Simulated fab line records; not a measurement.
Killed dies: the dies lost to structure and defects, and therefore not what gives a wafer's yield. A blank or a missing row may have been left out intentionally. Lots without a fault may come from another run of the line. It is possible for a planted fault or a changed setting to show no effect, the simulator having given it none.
fab line records + flow sky130 + part 2 of 2: steps 32 to 32 of 32
record:
- lots: 6
- wafers: 18
- lastDay: 50
route steps=708 shown CAP2M@604 METAL4@621 PAD_OPEN@708
lots with no fault: from the same line, run without faults
startH: hours from the record's opening day to when the first of the lot's shown wafers began + waitH: time in hours since the lot's previous step + " as in the row above + L1.1+2: a row that stands for several wafers + - value missing, or start not given + * or withheld: withheld + < > ~ a bound
route shown NAME@n: NAME is a module with steps in the file, n the number in the route of the first one + usual: mean/standard deviation taken from wafers without a fault + same: alike in all rows + chamber/n: place in a boat + sites: the reading at each site + _std_site: standard deviation of those values + _edge_site: the outer-site mean with the inner-site mean subtracted + radiusMm: for every site, how far away it sits from the centre of the wafer + mask NAME#n: copy n + behind: the tool/chamber that last shaped the wafer + hold: why the lot went on hold/how many hours it stayed there/how the hold came to an end + device: whichever transistor did not switch (one of n, p or np) + end of line: the tests these same wafers got at the end of their route + for a step that has no rows: nothing shown but its recipe + killed: at the first sort, the dies lost to defects and structure; wafer yield is something else + map: dies across one wafer; x = killed, . = not, _ = none there
set.NAME: the setting as run; set.NAME@STEP: as run at that earlier step + model.NAME: the simulator's own value behind a step, which no gauge read
a table for each step, a row for each wafer; lots at some steps of the route
services: when a tool's chamber went out of use (startH, in hours from the record's first day, below 0 if earlier), for how many hours, and the reason
== steps ==
step: SKY_PAD_OPEN_PROBE_99
usual:
- defectLimitedYield: 82.4/2
- killed_at_M0_to_M3: 44/7.4
- killed_at_M4_up: 3.1/1.8
- killedAtContacts: 24/5.6
- killedAtFrontEnd: 15/4.9
- killedAtOther: 0.4/0.59
- killedDies: 87/9.8
- killedOpen: 47/7.2
- killedShort: 39/6.8
- sort_bin_3_pad_short: 0.9/0.41
- sort_bin_5_function: 10.3/1.6
- sort_bin_6_memory: 6.5/1.1
- sortNPass: 405/9.8
- sortYieldPct: 82.4/2
same:
- grossDies: 492
- killedAtBackSide: 0
- sort_bin_4_leakage[%]: 0
- sort_bin_8_speed[%]: 0
| lot.wafer | tool      | chamber | startH  | waitH | defectLimitedYield[%] | killed_at_M0_to_M3 | killed_at_M4_up | killedAtContacts | killedAtFrontEnd | killedAtOther | killedDies | killedOpen | killedShort | sort_bin_3_pad_short[%] | sort_bin_5_function[%] | sort_bin_6_memory[%] | sortNPass | sortYieldPct[%] | model.etest.capMim2.bvV | model.etest.capMim2.leakLog10ACm2 |
|-----------|-----------|---------|---------|-------|-----------------------|--------------------|-----------------|------------------|------------------|---------------|------------|------------|-------------|-------------------------|------------------------|----------------------|-----------|-----------------|-------------------------|-----------------------------------|
| L883.1    | prober-01 | -       | 1107.59 | 0.1   | 84.6                  | 42                 | 3               | 21               | 10               | 0             | 76         | 37         | 39          | 1.0                     | 8.1                    | 6.3                  | 416       | 84.6            | 14.13                   | -8.94                             |
| L883.4    | prober-01 | -       | 1107.74 | 0.2   | 82.9                  | 47                 | 0               | 22               | 15               | 0             | 84         | 44         | 40          | 1.4                     | 8.7                    | 6.9                  | 408       | 82.9            | 14.23                   | -9.173                            |
| L883.6    | prober-01 | -       | 1107.84 | 0.2   | 83.7                  | 41                 | 4               | 16               | 18               | 1             | 80         | 43         | 36          | 0.4                     | 10.2                   | 5.7                  | 412       | 83.7            | 14.5                    | -8.898                            |
| L892.2    | prober-01 | -       | 1148.49 | 0.1   | 83.9                  | 45                 | 3               | 21               | 10               | 0             | 79         | 47         | 32          | 1.0                     | 9.3                    | 5.7                  | 413       | 83.9            | 13.83                   | -8.998                            |
| L892.3    | prober-01 | -       | 1148.54 | 0.2   | 81.5                  | 44                 | 3               | 23               | 21               | 0             | 91         | 52         | 39          | 1.0                     | 10.0                   | 7.5                  | 401       | 81.5            | 13.78                   | -8.709                            |
| L892.6    | prober-01 | -       | 1148.69 | 0.2   | 80.7                  | 44                 | 4               | 25               | 20               | 2             | 95         | 50         | 44          | 0.8                     | 12.6                   | 5.9                  | 397       | 80.7            | 14.14                   | -8.881                            |
| L897.2    | prober-02 | -       | 1173.59 | 0.1   | 81.5                  | 49                 | 3               | 27               | 12               | 0             | 91         | 55         | 36          | 0.2                     | 10.6                   | 7.7                  | 401       | 81.5            | 12.61                   | -8.21                             |
| L897.3    | prober-02 | -       | 1173.64 | 0.2   | 82.5                  | 41                 | 2               | 28               | 15               | 0             | 86         | 45         | 41          | 1.2                     | 10.2                   | 6.1                  | 406       | 82.5            | 12.63                   | -8.141                            |
| L897.6    | prober-02 | -       | 1173.79 | 0.2   | 86.2                  | 25                 | 6               | 21               | 16               | 0             | 68         | 42         | 26          | 1.0                     | 6.9                    | 5.9                  | 424       | 86.2            | 12.32                   | -8.441                            |
| L898.1    | prober-01 | -       | 1177.98 | 0.1   | 83.1                  | 34                 | 3               | 35               | 10               | 1             | 83         | 51         | 31          | 0.4                     | 9.6                    | 6.9                  | 409       | 83.1            | 11.93                   | -8.296                            |
| L898.2    | prober-01 | -       | 1178.03 | 0.1   | 81.9                  | 49                 | 3               | 22               | 15               | 0             | 89         | 47         | 42          | 0.4                     | 12.0                   | 5.7                  | 403       | 81.9            | 12.2                    | -8.307                            |
| L898.3    | prober-01 | -       | 1178.08 | 0.2   | 82.9                  | 34                 | 3               | 28               | 18               | 1             | 84         | 55         | 29          | 0.8                     | 10.2                   | 6.1                  | 408       | 82.9            | 12.26                   | -8.208                            |
| L902.1    | prober-01 | -       | 1190.82 | 0.1   | 79.9                  | 49                 | 7               | 28               | 15               | 0             | 99         | 57         | 42          | 0                       | 12.4                   | 7.7                  | 393       | 79.9            | 13.51                   | -8.926                            |
| L902.2    | prober-01 | -       | 1190.87 | 0.1   | 83.3                  | 40                 | 1               | 24               | 16               | 1             | 82         | 46         | 36          | 0.8                     | 9.3                    | 6.5                  | 410       | 83.3            | 14.16                   | -9.098                            |
| L902.4    | prober-01 | -       | 1190.97 | 0.2   | 81.5                  | 43                 | 2               | 24               | 22               | 0             | 91         | 48         | 43          | 0.6                     | 11.2                   | 6.7                  | 401       | 81.5            | 13.93                   | -9.004                            |
| L903.1    | prober-01 | -       | 1199.29 | 0.1   | 80.9                  | 61                 | 2               | 14               | 17               | 0             | 94         | 44         | 50          | 1.6                     | 11.4                   | 6.1                  | 398       | 80.9            | 13.71                   | -8.991                            |
| L903.3    | prober-01 | -       | 1199.39 | 0.2   | 84.3                  | 39                 | 1               | 26               | 10               | 1             | 77         | 41         | 36          | 0.6                     | 9.1                    | 5.9                  | 415       | 84.3            | 13.59                   | -9.122                            |
| L903.6    | prober-01 | -       | 1199.54 | 0.2   | 82.7                  | 44                 | 2               | 28               | 11               | 0             | 85         | 58         | 27          | 1.2                     | 10.4                   | 5.7                  | 407       | 82.7            | 14.18                   | -9.218                            |
killed by level:class
L883.1 LI_CONTACT:geometricParticle:open=7 CONTACT:geometricParticle:open=7 METAL1:geometricParticle:short=6 METAL2:geometricParticle:short=6 VIA2:geometricParticle:open=5 VIA2:geometricParticle:short=5 SPACER:geometricParticle:short=4 VIA1:geometricParticle:open=4
L883.4 VIA1:geometricParticle:open=11 CONTACT:geometricParticle:open=9 LI_CONTACT:geometricParticle:open=6 VIA1:geometricParticle:short=6 VIA2:geometricParticle:open=6 VIA3:geometricParticle:open=5 METAL3:geometricParticle:short=5 FIELD_ISO:geometricParticle:short=4
L883.6 VIA3:geometricParticle:open=9 VIA2:geometricParticle:open=8 VIA1:geometricParticle:open=8 CONTACT:geometricParticle:open=6 SPACER:geometricParticle:short=5 LI_CONTACT:geometricParticle:short=4 METAL3:geometricParticle:short=4 METAL4:geometricParticle:short=4
L892.2 VIA1:geometricParticle:open=11 LI_CONTACT:geometricParticle:open=8 VIA3:geometricParticle:open=7 VIA2:geometricParticle:open=4 METAL2:geometricParticle:short=4 POLY_GATE:geometricParticle:open=3 LI_CONTACT:geometricParticle:short=3 LOCAL_INTERCONNECT:geometricParticle:short=3
L892.3 VIA2:geometricParticle:open=9 FIELD_ISO:geometricParticle:short=7 METAL2:geometricParticle:short=7 CONTACT:geometricParticle:open=7 VIA1:geometricParticle:open=7 VIA3:geometricParticle:open=7 FIELD_ISO:geometricParticle:open=6 LI_CONTACT:geometricParticle:open=6
L892.6 VIA3:geometricParticle:open=11 FIELD_ISO:geometricParticle:short=7 CONTACT:geometricParticle:short=7 VIA2:geometricParticle:open=7 LI_CONTACT:geometricParticle:open=6 VIA1:geometricParticle:open=6 CONTACT:geometricParticle:open=5 METAL1:geometricParticle:short=5
L897.2 VIA3:geometricParticle:open=12 LI_CONTACT:geometricParticle:open=10 VIA1:geometricParticle:open=9 CONTACT:geometricParticle:open=8 VIA2:geometricParticle:open=6 FIELD_ISO:geometricParticle:short=5 VIA2:geometricParticle:short=5 LOCAL_INTERCONNECT:geometricParticle:short=4
L897.3 CONTACT:geometricParticle:open=12 VIA2:geometricParticle:open=10 VIA3:geometricParticle:open=7 METAL1:geometricParticle:short=6 LOCAL_INTERCONNECT:geometricParticle:short=5 CONTACT:geometricParticle:short=5 VIA1:geometricParticle:open=5 FIELD_ISO:geometricParticle:short=4
L897.6 CONTACT:geometricParticle:open=13 FIELD_ISO:geometricParticle:open=6 VIA1:geometricParticle:open=6 VIA3:geometricParticle:open=4 METAL4:geometricParticle:short=4 SPACER:geometricParticle:short=3 LOCAL_INTERCONNECT:geometricParticle:short=3 CONTACT:geometricParticle:short=3
L898.1 LI_CONTACT:geometricParticle:open=12 CONTACT:geometricParticle:open=12 VIA1:geometricParticle:open=8 VIA3:geometricParticle:open=6 VIA1:geometricParticle:short=5 VIA3:geometricParticle:short=4 CONTACT:geometricParticle:short=4 VIA2:geometricParticle:open=4
L898.2 VIA1:geometricParticle:open=9 VIA3:geometricParticle:open=9 VIA2:geometricParticle:open=8 VIA2:geometricParticle:short=8 METAL1:geometricParticle:short=7 LI_CONTACT:geometricParticle:open=6 LI_CONTACT:geometricParticle:short=4 LOCAL_INTERCONNECT:geometricParticle:short=4
L898.3 CONTACT:geometricParticle:open=11 FIELD_ISO:geometricParticle:open=8 LI_CONTACT:geometricParticle:open=8 VIA3:geometricParticle:open=8 VIA1:geometricParticle:open=7 CONTACT:geometricParticle:short=5 VIA2:geometricParticle:open=4 METAL1:geometricParticle:short=4
L902.1 VIA1:geometricParticle:open=12 LI_CONTACT:geometricParticle:open=11 METAL1:geometricParticle:short=6 VIA3:geometricParticle:open=6 VIA2:geometricParticle:open=6 CONTACT:geometricParticle:open=5 FIELD_ISO:geometricParticle:short=4 LOCAL_INTERCONNECT:geometricParticle:short=4
L902.2 LI_CONTACT:geometricParticle:open=12 VIA2:geometricParticle:open=8 CONTACT:geometricParticle:open=6 METAL1:geometricParticle:short=5 SPACER:geometricParticle:short=5 VIA1:geometricParticle:open=5 VIA2:geometricParticle:short=5 POLY_GATE:geometricParticle:open=4
L902.4 VIA1:geometricParticle:open=13 VIA2:geometricParticle:open=8 FIELD_ISO:geometricParticle:short=7 CONTACT:geometricParticle:open=6 VIA1:geometricParticle:short=6 VIA3:geometricParticle:open=6 LI_CONTACT:geometricParticle:short=5 LI_CONTACT:geometricParticle:open=5
L903.1 VIA1:geometricParticle:open=14 VIA1:geometricParticle:short=12 METAL1:geometricParticle:short=10 VIA3:geometricParticle:open=8 CONTACT:geometricParticle:open=5 VIA2:geometricParticle:open=5 FIELD_ISO:geometricParticle:open=4 FIELD_ISO:geometricParticle:short=4
L903.3 CONTACT:geometricParticle:open=11 VIA1:geometricParticle:open=6 VIA2:geometricParticle:open=6 CONTACT:geometricParticle:short=5 LI_CONTACT:geometricParticle:open=5 VIA1:geometricParticle:short=5 VIA3:geometricParticle:open=4 METAL1:geometricParticle:short=4
L903.6 VIA1:geometricParticle:open=15 CONTACT:geometricParticle:open=11 LI_CONTACT:geometricParticle:open=8 LOCAL_INTERCONNECT:geometricParticle:short=5 METAL2:geometricParticle:short=5 VIA2:geometricParticle:open=5 VIA3:geometricParticle:open=5 CONTACT:geometricParticle:short=4
== services ==
| tool           | chamber | startH  | hours | kind                  |
|----------------|---------|---------|-------|-----------------------|
| plasmaAsher-04 | -       | 945.42  | 1.1   | repair                |
| plasmaAsher-02 | -       | 951.60  | 0.8   | repair                |
| pvdSputter-04  | 2       | 964.54  | -     | consumableReplace:kit |
| pvdSputter-04  | 2       | 964.54  | 18.0  | scheduledDown         |
| pvdSputter-04  | 2       | 964.54  | 18.0  | ventCycle             |
| pvdSputter-01  | 3       | 968.65  | -     | consumableReplace:kit |
| rieDiel-02     | 3       | 1001.10 | 8.3   | repair                |
| rieMetal-02    | -       | 1007.86 | 2.8   | pm                    |
| pvdSputter-04  | -       | 1018.89 | 4.5   | repair                |
| rieMetal-04    | 0       | 1028.94 | 25.6  | repair                |
| plasmaAsher-02 | -       | 1042.88 | 81.5  | repair                |
| pvdSputter-01  | -       | 1048.43 | 25.2  | repair                |
| pvdSputter-01  | -       | 1054.38 | 3.5   | repair                |
| rieMetal-04    | 1       | 1070.22 | 2.1   | repair                |
| pvdSputter-03  | 2       | 1071.50 | -     | consumableReplace:kit |
| pvdSputter-03  | 2       | 1071.50 | 18.0  | scheduledDown         |
| pvdSputter-03  | 2       | 1071.50 | 18.0  | ventCycle             |
| rieMetal-03    | 0       | 1074.85 | 10.5  | repair                |
| rieMetal-01    | -       | 1076.39 | 0.4   | repair                |
| rieDiel-02     | 1       | 1080.73 | -     | clean                 |
| rieDiel-02     | 1       | 1080.73 | 13.6  | scheduledDown         |
| rieDiel-02     | 1       | 1080.73 | 13.6  | ventCycle             |
| rieMetal-03    | -       | 1110.33 | 0.4   | repair                |
| rieDiel-02     | -       | 1116.04 | 14.6  | pm                    |
== key ==
firstSign:
- step: SKY_CAP2M_METAL_ETCH_13
- reading: runLengthS
- direction: up
- sigmas: 17
- usual: *
- struck: *
effect:
- step: SKY_CAP2M_METAL_ETCH_13
- reading: oesProductAu
- direction: down
- sigmas: 13
- usual: 0.940
- struck: 0.843
effect:
- step: SKY_CAP2M_STRIP_14
- reading: stripTimeToEndpointS
- direction: down
- sigmas: 5.2
- usual: *
- struck: *
effect:
- step: SKY_METAL4_ETCH_17
- reading: oesProductAu
- direction: down
- sigmas: 16
- usual: 0.756
- struck: 0.632
modelEffect:
- step: SKY_CAP2M_METAL_ETCH_13
- value: NOVOLAK_of_CAP2M_COAT_07.thkNm
- without: 997
- struck: 964.6
modelEffect:
- step: SKY_METAL4_ETCH_17
- value: etch.depthNm
- without: 15.28
- struck: 10.43
modelEffect:
- step: SKY_PAD_OPEN_PROBE_99
- value: etest.capMim2.bvV
- without: 13.63
- struck: 12.33
metAt SKY_CAP2M_METAL_ETCH_13
struckWafers L897.2,L897.3,L897.6,L898.1,L898.2,L898.3
onsetBetween 1039.15 1070.45
fault:
- kind: processParameterDrift
- tool: rieMetal-03
- chamber: -
- onsetH: 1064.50
- steps: SKY_CAP2M_METAL_ETCH_13
- channel: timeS
- offset: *
- shape: step
- endH: 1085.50
- actsIn: *
- stated: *
